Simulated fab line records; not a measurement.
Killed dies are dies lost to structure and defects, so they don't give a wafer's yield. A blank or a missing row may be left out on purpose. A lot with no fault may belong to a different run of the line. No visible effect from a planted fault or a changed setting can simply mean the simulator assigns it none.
fab line records | flow sfq-line
[record] lots = 6 | wafers = 18 | last-day = 80
route steps=325 shown M4@148
lots that met no fault: from a run of the same line without faults
start-h: the number of hours between the record's first day and the start of the first shown wafer of the lot | wait-h: hours elapsed since this lot's preceding step | " identical to the entry in the row above | L1.1+2: a single row standing in for several wafers | - either no value or no given start | * or withheld: withheld | < > ~ a bound
route shown NAME@n: a module of which the file shows steps, and the number in the route of the first | usual: the fault-free wafers' mean and standard deviation | same: alike in all rows | chamber/n: place in a boat | sites: each site's reading | _std_site: standard deviation across them | _edge_site: outer sites' mean less inner sites' | radius-mm: how far each site lies from the wafer's centre | mask NAME#n: copy n | behind: the last tool/chamber to shape the wafer | hold: what put the lot on hold/how long, in hours/how the hold closed | device: the n, p or np transistor that did not switch | end of line: the route-end tests of the same wafers | a step given without rows: its recipe and nothing more | killed: count of dies lost to structure and defects at first sort (not the wafer's yield) | map: per-die view of a wafer (x killed, . not killed, _ where there is no die)
set.NAME: setting as actually run; set.NAME@STEP: the setting as run at that earlier step | model.NAME: the simulator's own value behind a step, which no gauge read
lots at selected steps of the route; one table per step, one row per wafer
services: from which hour (start-h, from the record's first day; less than 0 if before it) a tool's chamber was out of use, for how many hours, and why
[[steps]]
[step SFQ_TRILAYER_M4_DEP_PRE_CLEAN_092]
[recipe] gas = Ar | time-s = 22.5 | bias-v = 250
[step SFQ_TRILAYER_M4_DEP_SPUTTER_091]
[recipe] material = Nb | base-pressure-pa = 1.33e-06 | chamber-pressure-pa = 0.1333 | substrate-temp-c = 20 | resputter-cathode-voltage-v = 400 | target-thk-nm = 200 | power-w = 2000 | time-s = 133.3
[usual] throttle-valve-pct = 30.7/0.78
[same] time-s = 133.3
lot.wafer | tool           | chamber | start-h | wait-h | throttle-valve-pct
L100.2    | pvd-sputter-05 | -       | 751.97  | 0.0    | 31.7
L100.5    | "              | -       | "       | "      | 30.6
L100.6    | "              | -       | "       | "      | 32.0
L107.2    | pvd-sputter-05 | -       | 814.27  | 0.0    | 30.3
L107.4    | "              | -       | "       | "      | 31.8
L107.6    | "              | -       | "       | "      | 31.7
L116.3    | pvd-sputter-03 | -       | 886.42  | 0.0    | 31.0
L116.4    | "              | -       | "       | "      | 30.9
L116.6    | "              | -       | "       | "      | 28.8
L117.1    | pvd-sputter-05 | -       | 891.82  | 0.0    | 30.4
L117.2    | "              | -       | "       | "      | 30.6
L117.4    | "              | -       | "       | "      | 31.8
L121.3    | pvd-sputter-05 | -       | 926.62  | 0.0    | 31.7
L121.4    | "              | -       | "       | "      | 30.9
L121.5    | "              | -       | "       | "      | 30.2
L123.2    | pvd-sputter-05 | -       | 943.23  | 0.0    | 30.2
L123.4    | "              | -       | "       | "      | 31.2
L123.6    | "              | -       | "       | "      | 30.6
[step SFQ_M4_RS_MEAS_924]
[recipe] thk-meas-gauge = four-point-probe | reads = Nb_of_TRILAYER_M4_DEP_SPUTTER_091
[usual] M4_NB_RS = 0.884/0.011
lot.wafer | tool          | chamber | start-h | wait-h | M4_NB_RS[ohm/sq]
L100.2    | film-metro-04 | -       | 752.08  | 0.1    | 0.881
L100.5    | "             | -       | "       | "      | 0.891
L100.6    | "             | -       | "       | "      | 0.885
L107.2    | film-metro-04 | -       | 814.38  | 0.1    | 0.862
L107.4    | "             | -       | "       | "      | 0.872
L107.6    | "             | -       | "       | "      | 0.877
L116.3    | film-metro-04 | -       | 886.55  | 0.1    | 0.888
L116.4    | "             | -       | "       | "      | 0.879
L116.6    | "             | -       | "       | "      | 0.890
L117.1    | film-metro-03 | -       | 891.91  | 0.0    | 0.879
L117.2    | "             | -       | "       | "      | 0.897
L117.4    | "             | -       | "       | "      | 0.896
L121.3    | film-metro-03 | -       | 926.75  | 0.1    | 0.895
L121.4    | "             | -       | "       | "      | 0.893
L121.5    | "             | -       | "       | "      | 0.884
L123.2    | film-metro-01 | -       | 943.34  | 0.1    | 0.879
L123.4    | "             | -       | "       | "      | 0.894
L123.6    | "             | -       | "       | "      | 0.883
[step SFQ_TRILAYER_M4_LITHO_COAT_098]
[recipe] resist = BARC | spin-rpm = 3000 | resist-thk-nm = 62
[step SFQ_TRILAYER_M4_LITHO_COAT_093]
[recipe] resist = KrF | spin-rpm = 3000 | resist-thk-nm = 600
[step SFQ_TRILAYER_M4_LITHO_SOFTBAKE_097]
[recipe] temp-c = withheld | time-s = withheld | resist = KrF
[step SFQ_TRILAYER_M4_LITHO_EXPOSE_094]
[recipe] mask-id = M4 | na = 0.6 | source-shape = conventional | sigma-outer = 0.65 | target-cd-nm = 500 | dose-mj = 14.4
[step SFQ_TRILAYER_M4_LITHO_PEB_096]
[recipe] peb-temp-c = 115 | peb-time-s = 60 | resist = KrF
[step SFQ_TRILAYER_M4_LITHO_DEVELOP_095]
[recipe] time-s = 60 | resist = KrF
[step SFQ_M4_OVL_MEAS_926]
[usual] M4_OVL = 3/6.6
lot.wafer | tool       | chamber | start-h | wait-h | M4_OVL[nm]
L100.2    | overlay-02 | -       | 814.16  | 0.1    | -5
L100.5    | "          | -       | "       | "      | -1
L100.6    | "          | -       | "       | "      | -1
L107.2    | overlay-01 | -       | 871.04  | 0.1    | 15
L107.4    | "          | -       | "       | "      | 12
L107.6    | "          | -       | "       | "      | 11
L116.3    | overlay-01 | -       | 923.65  | 0.1    | -1
L116.4    | "          | -       | "       | "      | 4
L116.6    | "          | -       | "       | "      | 9
L117.1    | overlay-01 | -       | 929.64  | 0.1    | -4
L117.2    | "          | -       | "       | "      | -4
L117.4    | "          | -       | "       | "      | -6
L121.3    | overlay-02 | -       | 954.95  | 0.1    | 1
L121.4    | "          | -       | "       | "      | 5
L121.5    | "          | -       | "       | "      | 0
L123.2    | overlay-01 | -       | 965.29  | 0.1    | 1
L123.4    | "          | -       | "       | "      | 2
L123.6    | "          | -       | "       | "      | -2
[step SFQ_TRILAYER_M4_BARC_OPEN_METAL_ETCH_123]
[recipe] mask-material = PR | chemistry = O2 | target-depth-nm = 125 | target = BARC | icp-w = 600 | bias-w = 80 | pressure-mtorr = 10 | time-s = 41.7
[usual] drypump-motor-current-A = 5.5/0.37 | oes-product-au = 0.685/0.0046 | rf-fwd-power-W = 594.0/2 | run-length-s = 69.98/0.28
[same] time-s = 41.7
lot.wafer | tool         | chamber | start-h | wait-h | drypump-motor-current-A | oes-product-au | rf-fwd-power-W | rf-hours-counter-h | run-length-s
L100.2    | rie-metal-03 | 0       | 814.19  | 0.0    | 5.3                     | 0.686          | 596.2          | 60                 | 70.33
L100.5    | "            | 0       | "       | "      | 5.3                     | 0.681          | 593.0          | -                  | 69.97
L100.6    | "            | 1       | "       | "      | 5.4                     | 0.695          | 591.3          | -                  | 69.65
L107.2    | rie-metal-02 | 1       | 871.09  | 0.0    | 6.0                     | 0.687          | 591.6          | -                  | 69.69
L107.4    | "            | 1       | "       | "      | 5.9                     | 0.686          | 593.9          | -                  | 70.12
L107.6    | "            | 1       | "       | "      | 5.9                     | 0.682          | 593.9          | -                  | 69.59
L116.3    | rie-metal-03 | 1       | 923.69  | 0.0    | 5.4                     | 0.689          | 593.2          | -                  | 69.92
L116.4    | "            | 0       | "       | "      | 5.3                     | 0.692          | 594.8          | -                  | 70.52
L116.6    | "            | 1       | "       | "      | 5.4                     | 0.693          | 593.3          | -                  | 69.76
L117.1    | rie-metal-03 | 0       | 929.67  | 0.0    | 5.3                     | 0.683          | 597.0          | 79                 | 70.07
L117.2    | "            | 1       | "       | "      | 5.4                     | 0.685          | 593.6          | 70                 | 70.32
L117.4    | "            | 1       | "       | "      | 5.4                     | 0.679          | 593.9          | -                  | 69.72
L121.3    | rie-metal-02 | 0       | 954.99  | 0.0    | 5.7                     | 0.685          | 594.0          | -                  | 70.09
L121.4    | "            | 1       | "       | "      | 5.9                     | 0.690          | 592.1          | -                  | 69.78
L121.5    | "            | 0       | "       | "      | 5.8                     | 0.686          | 595.9          | -                  | 69.63
L123.2    | rie-metal-02 | 0       | 965.32  | 0.0    | 5.8                     | 0.683          | 595.6          | 15                 | 70.35
L123.4    | "            | 1       | "       | "      | 5.9                     | 0.678          | 590.0          | -                  | 70.36
L123.6    | "            | 1       | "       | "      | 5.9                     | 0.699          | 589.5          | -                  | 69.61
[step SFQ_TRILAYER_M4_ETCH_METAL_ETCH_096]
[recipe] target = Nb | stop-on = SiO2 | mask-material = PR | chemistry = Cl2/Ar | target-depth-nm = 240 | icp-w = 600 | bias-w = 80 | pressure-mtorr = 10 | time-s = 120
[usual] drypump-motor-current-A = 5.5/0.37 | oes-product-au = 0.897/0.0084 | rf-fwd-power-W = 597.1/1.9 | run-length-s = 148.29/0.25
lot.wafer | tool         | chamber | start-h | wait-h | drypump-motor-current-A | oes-product-au | rf-fwd-power-W | rf-hours-counter-h | run-length-s | model.KrF_of_TRILAYER_M4_LITHO_COAT_093.thk-nm
L100.2    | rie-metal-03 | 0       | 814.25  | 0.0    | 5.3                     | 0.889          | 595.3          | 60                 | 148.43       | 387.2
L100.5    | "            | 0       | "       | "      | 5.3                     | 0.889          | 597.6          | -                  | 148.15       | 386.9
L100.6    | "            | 1       | "       | "      | 5.4                     | 0.887          | 595.6          | -                  | 148.19       | 381.9
L107.2    | rie-metal-02 | 1       | 871.24  | 0.1    | 6.0                     | 0.902          | 595.9          | -                  | 148.11       | 384.9
L107.4    | "            | 1       | "       | "      | 5.9                     | 0.898          | 597.6          | -                  | 148.74       | 382.9
L107.6    | "            | 1       | "       | "      | 5.9                     | 0.907          | 594.7          | -                  | 147.85       | 382.9
L116.3    | rie-metal-03 | 1       | 923.78  | 0.1    | 5.4                     | 1.008          | -              | -                  | 132.88       | 400.9
L116.4    | "            | 0       | "       | "      | 5.3                     | 0.991          | -              | -                  | 132.85       | 404.9
L116.6    | "            | 1       | "       | "      | 5.4                     | 1.001          | -              | -                  | 132.58       | 399.8
L117.1    | rie-metal-03 | 0       | 929.73  | 0.0    | 5.3                     | 0.983          | -              | 79                 | 132.58       | 402.5
L117.2    | "            | 1       | "       | "      | 5.4                     | 1.017          | -              | 70                 | 132.47       | 396.2
L117.4    | "            | 1       | "       | "      | 5.4                     | 1.012          | -              | -                  | 132.27       | 396.3
L121.3    | rie-metal-02 | 0       | 955.08  | 0.1    | 5.8                     | 0.888          | 596.9          | -                  | 147.92       | 378.9
L121.4    | "            | 1       | "       | "      | 5.9                     | 0.894          | 594.1          | -                  | 147.93       | 384.7
L121.5    | "            | 0       | "       | "      | 5.7                     | 0.899          | 597.4          | -                  | 148.16       | 378.9
L123.2    | rie-metal-02 | 0       | 965.38  | 0.0    | 5.8                     | 0.901          | 595.5          | 15                 | 147.89       | 381.4
L123.4    | "            | 1       | "       | "      | 5.9                     | 0.890          | 595.6          | -                  | 147.91       | 386
L123.6    | "            | 1       | "       | "      | 5.9                     | 0.902          | 597.4          | -                  | 148.37       | 387.5
[step SFQ_TRILAYER_M4_STRIP_STRIP_097]
[recipe] gas = O2 | power-w = 200 | platen-temp-c = 40 | overash-fraction = 0.65 | chemistry = O2 | pressure-mtorr = 50
[usual] drypump-motor-current-A = 5.5/0.37 | oes-product-au = 1.001/0.011
lot.wafer | tool         | chamber | start-h | wait-h | drypump-motor-current-A | oes-product-au | rf-hours-counter-h
L100.2    | rie-metal-03 | 0       | 814.38  | 0.1    | 5.3                     | 0.990          | 60
L100.5    | "            | 0       | "       | "      | 5.3                     | 0.982          | -
L100.6    | "            | 1       | "       | "      | 5.4                     | 1.007          | -
L107.2    | rie-metal-02 | 1       | 871.64  | 0.4    | 5.9                     | 0.991          | -
L107.4    | "            | 1       | "       | "      | 5.9                     | 0.997          | -
L107.6    | "            | 1       | "       | "      | 5.9                     | 1.000          | -
L116.3    | rie-metal-03 | 1       | 924.06  | 0.2    | 5.4                     | 1.006          | -
L116.4    | "            | 0       | "       | "      | 5.3                     | 0.985          | -
L116.6    | "            | 1       | "       | "      | 5.4                     | 1.003          | -
L117.1    | rie-metal-03 | 0       | 929.86  | 0.1    | 5.3                     | 1.003          | 79
L117.2    | "            | 1       | "       | "      | 5.4                     | 1.007          | 71
L117.4    | "            | 1       | "       | "      | 5.4                     | 1.014          | -
L121.3    | rie-metal-02 | 0       | 955.36  | 0.2    | 5.8                     | 1.008          | -
L121.4    | "            | 1       | "       | "      | 5.9                     | 0.989          | -
L121.5    | "            | 0       | "       | "      | 5.7                     | 1.013          | -
L123.2    | rie-metal-02 | 0       | 965.51  | 0.1    | 5.7                     | 1.016          | 15
L123.4    | "            | 1       | "       | "      | 5.9                     | 0.997          | -
L123.6    | "            | 1       | "       | "      | 5.9                     | 0.984          | -
[[services]]
tool           | chamber | start-h | hours | kind
pvd-sputter-05 | -       | 769.17  | 4.1   | repair
pvd-sputter-03 | -       | 769.18  | 0.9   | repair
rie-metal-03   | -       | 837.32  | 15.6  | pm
pvd-sputter-03 | -       | 859.17  | 2.3   | repair
rie-metal-03   | -       | 866.77  | 14.6  | pm
rie-metal-02   | 0       | 870.79  | -     | clean
rie-metal-02   | 0       | 870.79  | 25.8  | scheduled-down
rie-metal-02   | 0       | 870.79  | 25.8  | vent-cycle
pvd-sputter-03 | -       | 927.53  | 0.5   | repair
pvd-sputter-03 | 3       | 937.41  | -     | consumable-replace:kit
pvd-sputter-03 | 3       | 937.41  | 18.0  | scheduled-down
pvd-sputter-03 | 3       | 937.41  | 18.0  | vent-cycle
rie-metal-03   | 1       | 942.42  | 2.1   | repair
rie-metal-03   | -       | 962.67  | 28.1  | pm
[[key]]
[first-sign] step = SFQ_TRILAYER_M4_ETCH_METAL_ETCH_096 | reading = run-length-s | direction = down | sigmas = 62 | usual = * | struck = *
[effect] step = SFQ_TRILAYER_M4_ETCH_METAL_ETCH_096 | reading = oes-product-au | direction = up | sigmas = 13 | usual = 0.897 | struck = 1.002
[model-effect] step = SFQ_TRILAYER_M4_ETCH_METAL_ETCH_096 | value = KrF_of_TRILAYER_M4_LITHO_COAT_093.thk-nm | without = 381.6 | struck = 400.1
met-at SFQ_TRILAYER_M4_ETCH_METAL_ETCH_096
struck-wafers L116.3,L116.4,L116.6,L117.1,L117.2,L117.4
onset-between 814.25 923.78
[fault] kind = process-parameter-drift | tool = rie-metal-03 | chamber = - | onset-h = 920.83 | steps = SFQ_TRILAYER_M4_ETCH_METAL_ETCH_096 | channel = time-s | offset = * | shape = step | end-h = 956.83 | acts-in = * | stated = *
